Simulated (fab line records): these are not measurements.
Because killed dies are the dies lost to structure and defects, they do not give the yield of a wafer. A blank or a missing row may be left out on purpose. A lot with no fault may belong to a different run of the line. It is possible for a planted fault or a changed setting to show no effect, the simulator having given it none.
Which of the tools did it? | flow gf180mcu | 13 lots with 39 wafers sampled at 5 steps, on a route of 602 steps

WHAT THE GAUGES SHOWED, per wafer
GF_V3_BOW_MEAS_05. Usual: V3_BOW gives 116 um (standard deviation 8.3).
lot  | measured     | on            | V3_BOW (um) | flag
L709 | day 21 09:29 | film-metro-04 | 105 112 112 |
L710 | day 22 07:48 | film-metro-02 | 116 117 118 |
L712 | day 22 23:12 | film-metro-01 | 105 110 109 |
L714 | day 24 02:40 | film-metro-01 | 110 100 100 |
L715 | day 24 08:12 | film-metro-01 | 130 125 116 |
L716 | day 24 09:30 | film-metro-02 | 106 123 118 |
L718 | day 25 00:46 | film-metro-04 | 124 111 117 |
L721 | day 25 20:28 | film-metro-02 | 131 124 123 |
L722 | day 26 08:52 | film-metro-02 | 112 134 131 |
L723 | day 26 15:21 | film-metro-04 | 104 120 119 |
L726 | day 27 11:02 | film-metro-01 | 116 124 110 |
L729 | day 28 07:39 | film-metro-04 | 100 123 112 |
L731 | day 28 20:39 | film-metro-02 | 122 119 126 |

GF_V3_OVL_MEAS_15. Usual: V3_OVL gives 3 nm (standard deviation 6).
lot  | measured     | on         | V3_OVL (nm) | flag
L709 | day 22 09:13 | overlay-01 | -3 3 -4     |
L710 | day 23 07:23 | overlay-01 | 3 8 5       |
L712 | day 23 22:21 | overlay-01 | 0 4 -4      |
L714 | day 25 01:02 | overlay-01 | 12 1 7      |
L715 | day 25 06:00 | overlay-01 | 3 2 3       |
L716 | day 25 07:44 | overlay-01 | 3 -4 -5     |
L718 | day 25 22:17 | overlay-02 | 7 4 1       |
L721 | day 26 17:51 | overlay-01 | 3 -4 5      |
L722 | day 27 05:39 | overlay-01 | -13 -8 -1   |
L723 | day 27 12:07 | overlay-02 | 3 2 3       |
L726 | day 28 06:47 | overlay-01 | 0 -8 1      |
L729 | day 29 03:12 | overlay-01 | 55 56 61    | OFF
L731 | day 29 16:26 | overlay-02 | 46 52 53    | OFF

GF_V3_THK_MEAS_25: measures by xrf. Usual: V3_W_THK gives 353 nm (standard deviation 5.8).
lot  | measured     | on            | V3_W_THK (nm) | flag
L709 | day 22 10:17 | film-metro-02 | 359 361 358   |
L710 | day 23 08:26 | film-metro-02 | 350 344 354   |
L712 | day 23 23:25 | film-metro-02 | 347 347 348   |
L714 | day 25 02:05 | film-metro-01 | 353 350 356   |
L715 | day 25 07:02 | film-metro-02 | 355 360 357   |
L716 | day 25 08:46 | film-metro-02 | 357 356 364   |
L718 | day 25 23:19 | film-metro-01 | 354 357 346   |
L721 | day 26 18:53 | film-metro-02 | 346 351 353   |
L722 | day 27 06:48 | film-metro-02 | 343 357 349   |
L723 | day 27 13:10 | film-metro-04 | 359 355 355   |
L726 | day 28 07:55 | film-metro-01 | 355 343 355   |
L729 | day 29 04:16 | film-metro-01 | 360 359 357   |
L731 | day 29 17:28 | film-metro-04 | 355 368 355   |

EACH LOT AND THE TOOL THAT RAN IT (in order: tool; ch and the chambers of the sampled wafers; start)
lot  | GF_V3_EXPOSE_11                   | GF_V3_SPUTTER_21
L709 | krf-scanner-01 ch 0, day 21 21:47 | pvd-sputter-04, day 22 09:56
L710 | krf-scanner-01 ch 0, day 22 19:39 | pvd-sputter-01, day 23 08:04
L712 | krf-scanner-02 ch 0, day 23 10:49 | pvd-sputter-01, day 23 23:05
L714 | krf-scanner-01 ch 0, day 24 14:25 | pvd-sputter-01, day 25 01:44
L715 | krf-scanner-02 ch 0, day 24 19:13 | pvd-sputter-03, day 25 06:42
L716 | krf-scanner-01 ch 0, day 24 20:31 | pvd-sputter-04, day 25 08:26
L718 | krf-scanner-02 ch 0, day 25 11:38 | pvd-sputter-03, day 25 22:59
L721 | krf-scanner-01 ch 0, day 26 07:33 | pvd-sputter-04, day 26 18:32
L722 | krf-scanner-01 ch 0, day 26 19:15 | pvd-sputter-01, day 27 06:27
L723 | krf-scanner-02 ch 0, day 27 01:52 | pvd-sputter-01, day 27 12:49
L726 | krf-scanner-01 ch 0, day 27 21:07 | pvd-sputter-03, day 28 07:35
L729 | krf-scanner-01 ch 0, day 28 17:26 | pvd-sputter-03, day 29 03:56
L731 | krf-scanner-01 ch 0, day 29 06:58 | pvd-sputter-01, day 29 17:08
- GF_V3_EXPOSE_11: exposes mask Via3, target cd 260 nm.
- GF_V3_SPUTTER_21: material Ti, target thk 15 nm, time 80.02 s.

AS READ BY THE TOOLS THEMSELVES (means over the sampled wafers that have a number; for cases with no such wafer, the mark the record gives instead)
GF_V3_SPUTTER_21. Usual: throttle-valve-pct 30.0 %, standard deviation 0.8.
lot  | tool           | throttle-valve-pct (%) | flag
L709 | pvd-sputter-04 | 28.4                   |
L710 | pvd-sputter-01 | 30.1                   |
L712 | pvd-sputter-01 | 30.2                   |
L714 | pvd-sputter-01 | 30.2                   |
L715 | pvd-sputter-03 | 30.4                   |
L716 | pvd-sputter-04 | 29.3                   |
L718 | pvd-sputter-03 | 30.4                   |
L721 | pvd-sputter-04 | 29.5                   |
L722 | pvd-sputter-01 | 30.2                   |
L723 | pvd-sputter-01 | 30.1                   |
L726 | pvd-sputter-03 | 30.0                   |
L729 | pvd-sputter-03 | 30.4                   |
L731 | pvd-sputter-01 | 30.5                   |

THE ANSWER, worked out from the rows above alone
Rule: a lot is off if the mean of its wafers that have a number lies more than 3 standard deviations from the usual mean. Also off: a lot with no number at a reading for which 4 or more lots have one. All remaining lots with rows at the step are treated as sound. After the gauges, taken in route order, come the tools' own readings; for these a lot's mean is taken, as printed above. At the first step where some lot is off, the reading lying furthest off is the one used; lots without a number count as furthest.
Off: at GF_V3_OVL_MEAS_15 (V3_OVL), L729, L731.
A tool fits if, at a process step before that reading, it ran every lot that is off, and no sound lot after the first of them. Those tools and the gauges at GF_V3_OVL_MEAS_15 are tried in the same way. One fits: GF_V3_EXPOSE_11 on krf-scanner-01. A fault onset in the window from L726 (day 27 21:07, its last sound lot) to L729 (day 28 17:26, its first lot off) fits.

WHAT THE SIMULATOR HAD INSERTED
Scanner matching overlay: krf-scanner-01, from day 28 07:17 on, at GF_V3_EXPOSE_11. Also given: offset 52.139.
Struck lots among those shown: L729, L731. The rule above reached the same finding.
